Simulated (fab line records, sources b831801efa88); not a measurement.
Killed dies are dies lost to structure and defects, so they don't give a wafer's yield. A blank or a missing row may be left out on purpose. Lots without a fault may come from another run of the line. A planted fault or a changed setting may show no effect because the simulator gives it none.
Which tool did it? | flow sky130 | 14 lots, 42 wafers sampled, at 2 steps of a route of 708

WHAT THE GAUGES READ, wafer by wafer
SKY_CAP2M_RS_MEAS_03: measures by four-point-probe. Usual: CAP2M_TIN_RS 6.91 ohm/sq, standard deviation 0.07.
lot  | measured     | on            | CAP2M_TIN_RS (ohm/sq) | flag
L616 | day 39 11:55 | film_metro-03 | 6.98 6.80 6.86        |
L618 | day 40 13:11 | film_metro-03 | 6.96 6.98 7.01        |
L619 | day 40 14:13 | film_metro-01 | 6.86 6.86 6.84        |
L621 | day 41 06:52 | film_metro-02 | 6.84 6.83 6.87        |
L623 | day 42 00:34 | film_metro-03 | 6.92 6.90 6.92        |
L628 | day 43 11:32 | film_metro-03 | 6.99 7.03 6.97        |
L629 | day 43 12:14 | film_metro-01 | 6.86 6.80 6.92        |
L631 | day 44 02:22 | film_metro-02 | 6.91 6.94 6.94        |
L632 | day 44 06:55 | film_metro-03 | 7.07 7.05 7.13        |
L633 | day 44 16:41 | film_metro-01 | 6.84 6.84 6.79        |
L634 | day 44 19:47 | film_metro-02 | 6.94 6.87 6.89        |
L635 | day 45 05:35 | film_metro-03 | 6.99 6.93 6.91        |
L637 | day 45 21:47 | film_metro-03 | 6.92 6.93 6.89        |
L638 | day 46 00:55 | film_metro-03 | 7.00 6.95 6.90        |

WHICH TOOL RAN EACH LOT (tool, then ch and the chambers of the sampled wafers, then the start)
lot  | SKY_RES_XHIGH_EXPOSE_04
L616 | iline_stepper-01 ch 0, day 25 18:54
L618 | iline_stepper-01 ch 0, day 26 23:31
L619 | iline_stepper-02 ch 0, day 27 01:28
L621 | iline_stepper-02 ch 0, day 28 00:35
L623 | iline_stepper-01 ch 0, day 28 18:04
L628 | iline_stepper-01 ch 0, day 30 12:29
L629 | iline_stepper-02 ch 0, day 30 14:18
L631 | iline_stepper-01 ch 0, day 31 06:37
L632 | iline_stepper-01 ch 0, day 31 11:10
L633 | iline_stepper-02 ch 0, day 31 23:47
L634 | iline_stepper-02 ch 0, day 32 06:06
L635 | iline_stepper-02 ch 0, day 32 15:22
L637 | iline_stepper-02 ch 0, day 33 14:11
L638 | iline_stepper-02 ch 0, day 33 15:15
- SKY_RES_XHIGH_EXPOSE_04: exposes mask URPM, target cd 1270 nm.

WHAT THE TOOLS THEMSELVES READ (means of the sampled wafers that have a number; where no wafer has one, the mark that the record gives instead)
The record holds no such reading with a usual standard deviation.

THE ANSWER, worked out from the rows above alone
Rule: a lot is off if the mean of its wafers that have a number lies more than 3 standard deviations from the usual mean. A lot without any number at a reading at which 4 lots or more have one is off too. The other lots that the step has rows for count as sound. The gauges are gone through in route order, then the tools' own readings, and for those a lot's mean is taken as printed above. The first step at which some lot is off is used, and at that step the reading that is off furthest; a lot without a number counts as furthest.
No lot is off at any reading shown: from this, nothing can be told.

WHAT THE SIMULATOR HAD PUT IN
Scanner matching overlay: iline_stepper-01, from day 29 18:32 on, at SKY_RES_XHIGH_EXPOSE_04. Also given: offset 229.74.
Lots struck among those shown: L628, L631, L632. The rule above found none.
